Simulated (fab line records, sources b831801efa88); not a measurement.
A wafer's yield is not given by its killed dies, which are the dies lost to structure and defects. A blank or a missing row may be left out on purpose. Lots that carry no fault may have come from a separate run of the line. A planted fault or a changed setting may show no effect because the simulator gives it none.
Chamber matching    flow gf180mcu    GF_V5_CMP_26 on cmp-01 has 4 sister chambers
The step polishes, stops on SiO2, t overpolish 15 s, target thk 0 nm. 4 wafers are shown with their chamber, then 6 later ones without.

## WAFERS PAIRED WITH THEIR CHAMBERS
wafer   chamber  motorCurrentA (A)
L166.6  3        12.7
L168.5  2        9.2
L170.3  0        11.0
L170.4  1        13.9

## WAFERS WITH NO CHAMBER GIVEN
wafer   motorCurrentA (A)
L170.5  12.6
L175.2  13.4
L175.5  9.7
L186.1  11.7
L186.4  12.5
L186.6  12.9

## EACH ONE'S CHAMBER
wafer   from the rows above      in truth
L170.5  3                        3
L175.2  can't be placed: 1 or 3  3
L175.5  can't be placed: 2 or 0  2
L186.1  can't be placed: 0 or 3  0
L186.4  3                        3
L186.6  can't be placed: 3 or 1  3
Correctly placed: 2 of 6. Can't be placed from these rows: 4 (the true chamber is among the candidates in 4). Wrongly placed: 0.
How it was worked out, from the rows above alone: a wafer's distance from a chamber is the root of the sum, over the readings, of the square of ((its reading less the chamber's mean) divided by the reading's scatter). The wafer belongs to the nearest chamber; if the next one is less than 2 further off, it can't be placed. A chamber's mean is the mean of its shown wafers. The scatter: with one shown wafer a chamber, the root of the mean of the squares of how far each hidden wafer lies from its nearest shown one.
